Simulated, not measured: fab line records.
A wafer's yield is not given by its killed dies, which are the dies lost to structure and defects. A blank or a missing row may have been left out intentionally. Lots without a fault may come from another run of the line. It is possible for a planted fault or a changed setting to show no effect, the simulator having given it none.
What tool caused it? | flow gf180mcu | 24 lots with 72 wafers sampled at 4 steps, on a route of 602 steps

WHAT THE GAUGES SHOWED, per wafer
GF_NSD_TW_MEAS_12. Usual: NSD_TW gives 4245 (standard deviation 49).
lot  | measured     | on            | NSD_TW         | flag
L074 | day 13 06:25 | film-metro-03 | 4250 4244 4251 |
L075 | day 13 12:01 | film-metro-04 | 4162 4163 4154 |
L076 | day 14 04:13 | film-metro-03 | 4266 4270 4233 |
L077 | day 14 11:25 | film-metro-03 | 4260 4245 4240 |
L078 | day 14 15:47 | film-metro-01 | 4274 4267 4270 |
L079 | day 14 23:28 | film-metro-03 | 4245 4240 4230 |
L080 | day 15 06:22 | film-metro-04 | 4206 4197 4208 |
L081 | day 15 18:28 | film-metro-01 | 4266 4263 4243 |
L082 | day 15 23:32 | film-metro-03 | 4273 4263 4273 |
L083 | day 16 12:01 | film-metro-03 | 4240 4246 4225 |
L084 | day 16 22:31 | film-metro-03 | 4234 4247 4256 |
L085 | day 17 07:20 | film-metro-04 | 4195 4199 4174 |
L086 | day 17 18:38 | film-metro-03 | 4242 4274 4274 |
L087 | day 18 03:17 | film-metro-04 | 4180 4157 4186 |
L088 | day 18 13:34 | film-metro-01 | 4303 4291 4275 |
L089 | day 18 16:11 | film-metro-03 | 4243 4250 4227 |
L090 | day 19 04:20 | film-metro-03 | 4263 4280 4283 |
L091 | day 19 13:53 | film-metro-01 | 4316 4325 4295 |
L092 | day 19 18:01 | film-metro-03 | 4290 4288 4301 |
L093 | day 19 23:13 | film-metro-01 | 4310 4282 4349 |
L094 | day 20 08:11 | film-metro-04 | 4162 4161 4174 |
L095 | day 20 12:50 | film-metro-04 | 4207 4202 4185 |
L096 | day 20 19:53 | film-metro-01 | 4324 4320 4302 |
L097 | day 21 09:43 | film-metro-04 | 4173 4165 4176 |

GF_V3_CD_MEAS_14: target cd 260 nm. Usual: 260.1 nm for cd-nm, sd 1.1.
lot  | measured     | on        | cd-nm (nm)        | flag
L074 | day 22 04:58 | cd-sem-01 | 259.6 259.7 259.3 |
L075 | day 22 11:24 | cd-sem-02 | 261.0 260.3 261.0 |
L076 | day 23 13:13 | cd-sem-01 | 260.6 260.6 259.2 |
L077 | day 23 13:34 | cd-sem-02 | 258.5 260.1 259.5 |
L078 | day 23 18:00 | cd-sem-01 | 259.3 258.7 259.4 |
L079 | day 24 04:12 | cd-sem-02 | 261.1 261.5 261.5 |
L080 | day 24 10:26 | cd-sem-02 | 256.6 257.6 258.2 |
L081 | day 24 20:49 | cd-sem-02 | 261.4 262.0 261.8 |
L082 | day 25 02:49 | cd-sem-02 | 260.8 258.6 260.0 |
L083 | day 25 15:10 | cd-sem-02 | 260.9 259.7 259.5 |
L084 | day 25 23:12 | cd-sem-02 | 258.5 259.7 260.1 |
L085 | day 26 09:41 | cd-sem-02 | 259.3 260.3 259.3 |
L086 | day 26 17:47 | cd-sem-02 | 259.4 259.5 259.7 |
L087 | day 27 02:20 | cd-sem-02 | 259.3 260.9 260.0 |
L088 | day 27 11:45 | cd-sem-02 | 261.8 260.6 262.0 |
L089 | day 27 13:31 | cd-sem-02 | 258.8 258.8 259.1 |
L090 | day 28 00:18 | cd-sem-02 | 262.0 261.6 263.0 |
L091 | day 28 08:08 | cd-sem-01 | 261.3 259.8 258.9 |
L092 | day 28 11:03 | cd-sem-02 | 259.0 259.5 260.3 |
L093 | day 28 14:06 | cd-sem-01 | 260.3 259.3 258.5 |
L094 | day 29 00:24 | cd-sem-01 | 259.5 259.6 262.0 |
L095 | day 29 02:17 | cd-sem-02 | 260.2 261.0 260.4 |
L096 | day 29 09:54 | cd-sem-02 | 259.9 260.4 260.3 |
L097 | day 29 18:57 | cd-sem-02 | 259.4 259.5 260.2 |

EACH LOT AND THE TOOL THAT RAN IT (in order: tool; ch and the chambers of the sampled wafers; start)
lot  | GF_M1_SPUTTER_01             | GF_M3_STRIP_17
L074 | pvd-sputter-02, day 16 01:30 | plasma-asher-01 ch 0,1, day 21 04:08
L075 | pvd-sputter-02, day 16 07:17 | plasma-asher-01 ch 0,1, day 21 11:17
L076 | pvd-sputter-04, day 17 01:26 | plasma-asher-02 ch 0,1, day 22 06:23
L077 | pvd-sputter-04, day 17 08:33 | plasma-asher-01 ch 0,1, day 22 13:37
L078 | pvd-sputter-04, day 17 13:18 | plasma-asher-03 ch 0,1, day 22 17:40
L079 | pvd-sputter-02, day 17 22:36 | plasma-asher-02 ch 0,1, day 23 04:08
L080 | pvd-sputter-02, day 18 04:53 | plasma-asher-01 ch 0,1, day 23 09:23
L081 | pvd-sputter-04, day 18 18:00 | plasma-asher-02 ch 0,1, day 23 22:41
L082 | pvd-sputter-02, day 19 00:09 | plasma-asher-01 ch 0,1, day 24 03:56
L083 | pvd-sputter-04, day 19 13:12 | plasma-asher-03 ch 0,1, day 24 16:22
L084 | pvd-sputter-02, day 20 00:15 | plasma-asher-02 ch 0,1, day 25 00:53
L085 | pvd-sputter-04, day 20 10:20 | plasma-asher-01 ch 0,1, day 25 10:56
L086 | pvd-sputter-04, day 20 22:07 | plasma-asher-02 ch 1, day 25 19:23
L087 | pvd-sputter-02, day 21 05:15 | plasma-asher-02 ch 0,1, day 26 04:32
L088 | pvd-sputter-04, day 21 17:35 | plasma-asher-02 ch 0,1, day 26 14:41
L089 | pvd-sputter-03, day 21 19:09 | plasma-asher-03 ch 0,1, day 26 15:58
L090 | pvd-sputter-02, day 22 07:26 | plasma-asher-01 ch 0,1, day 27 03:02
L091 | pvd-sputter-03, day 22 17:30 | plasma-asher-02 ch 0,1, day 27 12:03
L092 | pvd-sputter-03, day 22 20:55 | plasma-asher-01 ch 0,1, day 27 14:13
L093 | pvd-sputter-03, day 23 00:49 | plasma-asher-01 ch 0, day 27 16:56
L094 | pvd-sputter-04, day 23 10:37 | plasma-asher-01 ch 0,1, day 28 03:37
L095 | pvd-sputter-02, day 23 13:18 | plasma-asher-01 ch 0,1, day 28 05:56
L096 | pvd-sputter-04, day 23 21:36 | plasma-asher-02 ch 0,1, day 28 13:08
L097 | pvd-sputter-04, day 24 09:04 | plasma-asher-02 ch 0,1, day 28 22:32
- GF_M1_SPUTTER_01: material TiN, target thk 30 nm, time 25 s.
- GF_M3_STRIP_17: strips in O2/N2.

AS READ BY THE TOOLS THEMSELVES (means over the sampled wafers that have a number; for cases with no such wafer, the mark the record gives instead)
GF_M1_SPUTTER_01. Usual: 30.4 % for throttle-valve-pct, sd 1.
lot  | tool           | throttle-valve-pct (%) | flag
L074 | pvd-sputter-02 | 29.9                   |
L075 | pvd-sputter-02 | 30.0                   |
L076 | pvd-sputter-04 | 30.0                   |
L077 | pvd-sputter-04 | 29.7                   |
L078 | pvd-sputter-04 | 29.6                   |
L079 | pvd-sputter-02 | 30.5                   |
L080 | pvd-sputter-02 | 31.1                   |
L081 | pvd-sputter-04 | 30.8                   |
L082 | pvd-sputter-02 | 30.6                   |
L083 | pvd-sputter-04 | 30.5                   |
L084 | pvd-sputter-02 | 30.5                   |
L085 | pvd-sputter-04 | 30.4                   |
L086 | pvd-sputter-04 | 29.8                   |
L087 | pvd-sputter-02 | 31.1                   |
L088 | pvd-sputter-04 | 29.2                   |
L089 | pvd-sputter-03 | 30.1                   |
L090 | pvd-sputter-02 | 31.2                   |
L091 | pvd-sputter-03 | 31.0                   |
L092 | pvd-sputter-03 | 30.8                   |
L093 | pvd-sputter-03 | 30.8                   |
L094 | pvd-sputter-04 | 29.9                   |
L095 | pvd-sputter-02 | 30.5                   |
L096 | pvd-sputter-04 | 29.5                   |
L097 | pvd-sputter-04 | 29.1                   |

GF_M3_STRIP_17. Usual: drypump-motor-current-A 5.55 A, standard deviation 0.29; heater-power-w 324 W, standard deviation 28; oes-product-au 0.538 a.u., standard deviation 0.0053; strip-time-to-endpoint-s 7.41 s, standard deviation 0.049.
lot  | tool            | drypump-motor-current-A (A) | heater-power-w (W) | oes-product-au (a.u.) | strip-time-to-endpoint-s (s) | flag
L074 | plasma-asher-01 | 5.77                        | 342                | 0.542                 | 7.43                         |
L075 | plasma-asher-01 | 5.78                        | 341                | 0.540                 | 7.44                         |
L076 | plasma-asher-02 | 5.31                        | 298                | 0.538                 | 7.36                         |
L077 | plasma-asher-01 | 5.78                        | 350                | 0.539                 | 7.43                         |
L078 | plasma-asher-03 | 5.82                        | 355                | 0.541                 | 7.45                         |
L079 | plasma-asher-02 | 5.30                        | 298                | 0.539                 | 7.40                         |
L080 | plasma-asher-01 | 5.77                        | 326                | 0.538                 | 7.42                         |
L081 | plasma-asher-02 | 5.25                        | 306                | 0.541                 | 7.38                         |
L082 | plasma-asher-01 | 5.77                        | 346                | 0.535                 | 7.47                         |
L083 | plasma-asher-03 | 5.83                        | 351                | 0.534                 | 7.41                         |
L084 | plasma-asher-02 | 5.31                        | 299                | 0.539                 | 7.43                         |
L085 | plasma-asher-01 | 5.77                        | 333                | 0.535                 | 7.36                         |
L086 | plasma-asher-02 | 5.17                        | 316                | 0.540                 | 7.46                         |
L087 | plasma-asher-02 | 5.25                        | 307                | 0.532                 | 7.37                         |
L088 | plasma-asher-02 | 5.24                        | 313                | 0.543                 | 7.51                         |
L089 | plasma-asher-03 | 5.81                        | 346                | 0.534                 | 7.37                         |
L090 | plasma-asher-01 | 5.78                        | 326                | 0.534                 | 7.36                         |
L091 | plasma-asher-02 | 5.25                        | 309                | 0.539                 | 7.42                         |
L092 | plasma-asher-01 | 5.76                        | 346                | 0.542                 | 7.43                         |
L093 | plasma-asher-01 | 5.77                        | 311                | 0.532                 | 7.38                         |
L094 | plasma-asher-01 | 5.76                        | 348                | 0.538                 | 7.41                         |
L095 | plasma-asher-01 | 5.76                        | 343                | 0.542                 | 7.41                         |
L096 | plasma-asher-02 | 5.32                        | 298                | 0.535                 | 7.37                         |
L097 | plasma-asher-02 | 5.23                        | 306                | 0.539                 | 7.39                         |

THE ANSWER, worked out from the rows above alone
Rule: a lot counts as off when the mean over its wafers that have a number is more than 3 standard deviations away from the usual mean. A lot without any number at a reading at which 4 lots or more have one is off too. Where the step has rows for the other lots, those lots are counted as sound. The gauges are gone through in route order, then the tools' own readings, and for those a lot's mean is taken as printed above. The first step at which some lot is off is used, and at that step the reading that is off furthest; a lot without a number counts as furthest.
Nothing can be told from this: no lot is off at any reading shown.

WHAT THE SIMULATOR HAD PUT IN
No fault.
